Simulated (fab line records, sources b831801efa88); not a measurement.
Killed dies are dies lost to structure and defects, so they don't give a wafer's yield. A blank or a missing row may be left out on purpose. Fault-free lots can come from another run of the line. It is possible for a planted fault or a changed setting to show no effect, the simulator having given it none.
Struck lot and sound lot, side by side -- flow sky130 -- 16 out of 708 route steps
Sound: the wafers L914.1, L914.3, L914.6. Struck: wafers L919.2, L919.3, L919.6. The cause is given at the end.
For every step that has rows: the tool of each side, followed by ch and its chambers, followed by its first start. Under that, the readings that differ: sound wafers -- struck wafers -- difference of the means -- sigmas: that difference in standard deviations of wafers without a fault.
alike: a reading whose means differ by less than 2 such deviations, as well as words and numbers matching on both sides. not compared: withheld readings; readings where some wafer has no value; bounds like >300 that might hide an equal value; numbers whose values overlap and for which the record gives no deviation.
The two part at a step that has a row with sigmas, a row that says differs or no value, or rows on one side only. Numbers that don't overlap but have no deviation are shown without sigmas and don't part them. A reading that every wafer of one side lacks parts them only if that side has two wafers or more.

first, 8 steps without rows for these wafers: SKY_POLY_GATE_DEHYDRATE_05 (time 60 s); SKY_POLY_GATE_HMDS_06 (prime time 60 s); SKY_POLY_GATE_COAT_07 (resist thk 110 nm); SKY_POLY_GATE_COAT_08 (resist thk 450 nm); SKY_POLY_GATE_SOFTBAKE_09 (time 90 s); SKY_POLY_GATE_EXPOSE_10 (exposes mask P1M, target cd 150 nm); SKY_POLY_GATE_PEB_11; SKY_POLY_GATE_DEVELOP_12 (develop time 60 s).
SKY_POLY_GATE_CD_MEAS_13 targets a cd of 150 nm.
  sound on cd-sem-02, day 17 07:30; struck on cd-sem-02, day 18 22:46
  alike: cd-nm
SKY_POLY_GATE_OVL_MEAS_14:
  sound on overlay-01, day 17 07:37; struck on overlay-02, day 18 22:53
  alike: POLY_GATE_OVL
SKY_POLY_GATE_ETCH_15: etches BARC in N2/H2, stops on SiO2, time 118.5 s, target depth 110 nm.
  sound on rie-diel-01 ch 1,3, day 17 07:40; struck on rie-diel-04 ch 0,1,3, day 18 22:55
  alike: drypump-motor-current-A, oes-product-au, run-length-s, throttle-valve-pct
  not compared: rf-hours-counter-h
SKY_POLY_GATE_ETCH_16: etches Si3N4 in CH3F/O2, stops on poly-Si, time 147.5 s, target depth 75 nm.
  sound on rie-diel-01 ch 1,3, day 17 07:44; struck on rie-diel-04 ch 0,1,3, day 18 22:59
  alike: drypump-motor-current-A, oes-product-au, run-length-s, throttle-valve-pct
  not compared: rf-hours-counter-h
SKY_POLY_GATE_ETCH_17: etches poly-Si in HBr/Cl2, stops on SiO2, target depth 180 nm, time 70.5 s.
  sound on rie-si-01 ch 0,1,2, day 17 07:50; struck on rie-si-01 ch 2,3, day 18 23:05
reading,sound,struck,difference,sigmas
oes-product-au (a.u.),0.979 0.984 0.986,1.014 1.020 1.001,+0.029,+4
run-length-s (s),98.1 98.6 99.1,77.8 77.2 77.3,-21.2,-48
model.POLY_GATE.feature-depth-nm (nm),174.4 176.5 178.4,127.2 128 126,-49.4,
model.etch.depth-nm (nm),174.4 176.5 178.4,127.2 128 126,-49.4,
model.KrF-thick_of_POLY_GATE_COAT_08.thk-nm (nm),145.3 141.9 142.9,167.2 164.3 167.4,+22.9,
  alike: drypump-motor-current-A, he-backside-leak-sccm, throttle-valve-pct
  not compared: rf-hours-counter-h
SKY_POLY_GATE_STRIP_18: strips in O2/N2.
  sound on plasma-asher-01 ch 0,1, day 17 07:53; struck on plasma-asher-03 ch 0,1, day 18 23:08
reading,sound,struck,difference,sigmas
oes-product-au (a.u.),0.361 0.362 0.368,0.368 0.378 0.380,+0.012,+3
strip-time-to-endpoint-s (s),3.24 3.17 3.20,3.46 3.43 3.47,+0.25,+6
  alike: drypump-motor-current-A
  not compared: rf-hours-counter-h
then, 1 step without rows for these wafers: SKY_POLY_GATE_CLEAN_19 (cleans in SC1/SC2, time 150 s).
-- here the record skips 29 days between the struck wafers' starts before and after, leaving off in module POLY_GATE and picking up in module PAD_OPEN (first step shown: number 708 of the route) --
SKY_PAD_OPEN_PROBE_99:
  sound on prober-01, day 46 08:53; struck on prober-02, day 47 19:58
reading,sound,struck,difference,sigmas
model.etest.tip-sonos.rs-ohm-sq,2655 2678 2618,2740 2765 2832,+129,
model.etest.res-pdiff-hv.rs-ohm-sq,188.4 188.4 188.9,191.7 192.5 190.8,+3.1,
model.etest.res-pdiff.rs-ohm-sq,195.5 194.6 194.9,198.8 198.4 197.8,+3.3,
model.etest.poly-comb.over-limit,0 0 0,1 1 1,+1,
  alike: killed_at_M0_to_M3, killed_at_M4_up, killed-at-contacts, killed-at-front-end, killed-at-other, killed-dies, killed-open, killed-short
  not compared: model.etest.tip-n.rs-ohm-sq

WHERE THEY PART
Last at SKY_POLY_GATE_STRIP_18 as far as this record goes, first at SKY_POLY_GATE_ETCH_17. Later steps at which nothing parts them and some readings are alike: SKY_PAD_OPEN_PROBE_99.

WHY: what the simulator had put in
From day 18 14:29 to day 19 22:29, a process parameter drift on rie-si-01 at SKY_POLY_GATE_ETCH_17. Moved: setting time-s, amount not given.
